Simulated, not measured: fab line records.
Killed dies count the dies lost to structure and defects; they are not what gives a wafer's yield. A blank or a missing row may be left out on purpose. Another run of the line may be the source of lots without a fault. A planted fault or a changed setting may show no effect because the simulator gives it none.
Struck lot and sound lot, side by side / flow sky130 / 37 out of 708 route steps
Sound: these wafers, L962.1, L962.4, L962.6. Wafers L968.1, L968.2, L968.4 were the ones struck. The cause is named last.
Order at every step that has rows: each side's tool, ch and its chambers, its first start. Under that, the readings that differ: sound wafers / struck wafers / difference of the means / sigmas: that difference in standard deviations of wafers without a fault.
alike: words and numbers the same on both sides, and readings whose means are apart by under 2 such deviations; not compared: readings that were withheld, readings missing a value for some wafer, numbers with overlapping values and no deviation given by the record, and bounds like >300 which may hide the same value.
A row with sigmas, a row that says differs or no value, or rows on one side alone: a step with any of these is where the two part. Non-overlapping numbers with no deviation appear without sigmas and do not part them. Lack of a reading on every wafer of one side parts them only where that side has two or more wafers.

first, 9 steps without rows for these wafers: SKY_VIA3_SPUTTER_20 (material TiN, target thk 20 nm, time 80 s); SKY_VIA3_CVD_21 (deposits W, target thk 390 nm, time 117.31 s); SKY_VIA3_CMP_24 (polishes, stops on SiO2, t overpolish 20 s, target thk 0 nm); SKY_METAL4_SPUTTER_00 (material Ti, target thk 15 nm, time 10 s); SKY_METAL4_SPUTTER_01 (material TiN, target thk 20 nm, time 16.7 s); SKY_METAL4_SPUTTER_02 (material AlCu, target thk 735 nm, time 39.82 s); SKY_METAL4_SPUTTER_03 (material Ti, target thk 5 nm, time 3.3 s); SKY_METAL4_SPUTTER_04 (material TiN, target thk 70 nm, time 58.3 s); SKY_CAP2M_CVD_00 (deposits SiO2, target thk 15.5 nm).
SKY_CAP2M_SPUTTER_02: material TiN, target thk 200 nm, time 166.7 s.
  struck on pvd sputter-01, day 42 08:17; sound on pvd sputter-01, day 39 08:05
reading=model.TiN_of_CAP2M_SPUTTER_02.thk nm (nm); sound=200.1 196.4 199.7; struck=227.4 227.5 228; difference=+28.9; sigmas=
  alike: throttle valve pct
SKY_CAP2M_RS_MEAS_03: measurement is done with a four-point probe.
  struck on film metro-03, day 42 08:43; sound on film metro-03, day 39 08:11
reading=CAP2M_TIN_RS (ohm/sq); sound=6.90 7.03 6.90; struck=6.04 6.03 6.03; difference=-0.91; sigmas=-14
  not compared: hold
SKY_CAP2M_THK_MEAS_04: measures by xrf.
  struck on film metro-03, day 42 11:59; sound on film metro-03, day 39 08:19
reading=CAP2M_TIN_THK (nm); sound=203.0 199.2 202.6; struck=229.6 230.2 230.3; difference=+28.4; sigmas=+14
  not compared: hold
then, 6 steps without rows for these wafers: SKY_CAP2M_HMDS_06 (prime time 60 s); SKY_CAP2M_COAT_07 (resist thk 1140 nm); SKY_CAP2M_SOFTBAKE_08 (time 60 s); SKY_CAP2M_EXPOSE_09 (exposes mask CAP2M, target cd 1000 nm); SKY_CAP2M_PEB_10; SKY_CAP2M_DEVELOP_11 (develop time 60 s).
SKY_CAP2M_METAL_ETCH_13: etches TiN in Cl2/BCl3, stops on SiO2, target depth 220 nm, time 62.9 s.
  sound on rie metal-02 ch 0,1, day 40 08:37; struck on rie metal-01 ch 0,1, day 43 06:37
reading=drypump motor current A (A); sound=5.1 5.3 5.1; struck=6.1 5.7 6.1; difference=+0.8; sigmas=+2
reading=oes product au (a.u.); sound=0.943 0.930 0.937; struck=0.989 0.994 0.982; difference=+0.052; sigmas=+7
reading=throttle valve pct (%); sound=21.897 21.899 21.905; struck=21.852 21.860 21.879; difference=-0.037; sigmas=-4
  alike: bias w
  not compared: rf hours counter h
then, 16 steps without rows for these wafers: SKY_CAP2M_STRIP_14 (strips in O2/N2); SKY_CAP2M_STRIP_15 (strips in post etch residue remover, time 1200 s); SKY_CAP2M_CLEAN_16 (cleans in IPA, time 180 s); SKY_CAP2M_CLEAN_17 (cleans in O3/DIW); SKY_METAL4_DEHYDRATE_05 (time 60 s); SKY_METAL4_HMDS_06 (prime time 60 s); SKY_METAL4_COAT_07 (resist thk 60 nm); SKY_METAL4_COAT_08 (resist thk 1140 nm); SKY_METAL4_SOFTBAKE_09 (time 90 s); SKY_METAL4_EXPOSE_10 (exposes mask MM4, target cd 300 nm); SKY_METAL4_PEB_11; SKY_METAL4_DEVELOP_12 (develop time 60 s); SKY_METAL4_DESCUM_15 (chemistry O2, time 8 s); SKY_METAL4_ETCH_16 (etches BARC in N2/H2, stops on SiO2, time 88.2 s, target depth 60 nm); SKY_METAL4_ETCH_17 (etches SiO2 in C4F8/O2/Ar, stops on TiN, time 3.9 s, target depth 15 nm); SKY_METAL4_METAL_ETCH_18 (etches the open film in Cl2/BCl3, stops on SiO2, target depth 845 nm, time 183.1 s).
SKY_METAL4_STRIP_20: strips in post etch residue remover, time 1200 s.
  sound on wet bench-04 ch 3, day 41 08:11; struck on wet bench-02 ch 3, day 44 06:41
reading=model.TiN_of_CAP2M_SPUTTER_02.thk nm (nm); sound=199.2 195.6 198.9; struck=226.5 226.6 227.2; difference=+28.9; sigmas=
-- the record jumps here: 4 days lie between the struck wafers' starts before and after (it left off in module METAL4 and takes up again in module PAD_OPEN, whose first step shown is number 708 of the route) --
SKY_PAD_OPEN_PROBE_99:
  struck on prober-01, day 47 23:11; sound on prober-01, day 45 11:46
reading=model.etest.tester.sort n pass; sound=413 418 405; struck=0 0 0; difference=-412; sigmas=
reading=model.etest.met4.line ohm um; sound=0.1372 0.1395 0.1343; struck=372.6 383.9 316; difference=+357.4; sigmas=
reading=model.etest.via4 chain.rc ohm; sound=0.7844 0.8018 0.7743; struck=293.4 296.1 244.5; difference=+277.2; sigmas=
reading=model.etest.met4.rs ohm sq; sound=0.0419 0.04222 0.04151; struck=113.3 118.5 96.24; difference=+109.3; sigmas=
reading=model.etest.tester.sort yield pct (%); sound=83.94 84.96 82.32; struck=0 0 0; difference=-84; sigmas=
reading=model.etest.tester.sort_bin_4_pct (%); sound=0 0 0; struck=82.72 80.49 80.45; difference=+81.22; sigmas=
reading=model.etest.pfet_01v8_lvt.under floor; sound=0 0 0; struck=1 1 1; difference=+1; sigmas=
  alike: defect limited yield, killed_at_M0_to_M3, killed_at_M4_up, killed at contacts, killed at front end, killed at other, killed dies, killed on rim, killed open, killed short
  not compared: model.etest.met4.rs ohm sq rim less centre

== WHERE THEY PART ==
Earliest at SKY_CAP2M_RS_MEAS_03; latest, in this record, at SKY_CAP2M_METAL_ETCH_13. Later steps at which nothing parts them and some readings are alike: SKY_PAD_OPEN_PROBE_99.

WHY: whatever the simulator had introduced
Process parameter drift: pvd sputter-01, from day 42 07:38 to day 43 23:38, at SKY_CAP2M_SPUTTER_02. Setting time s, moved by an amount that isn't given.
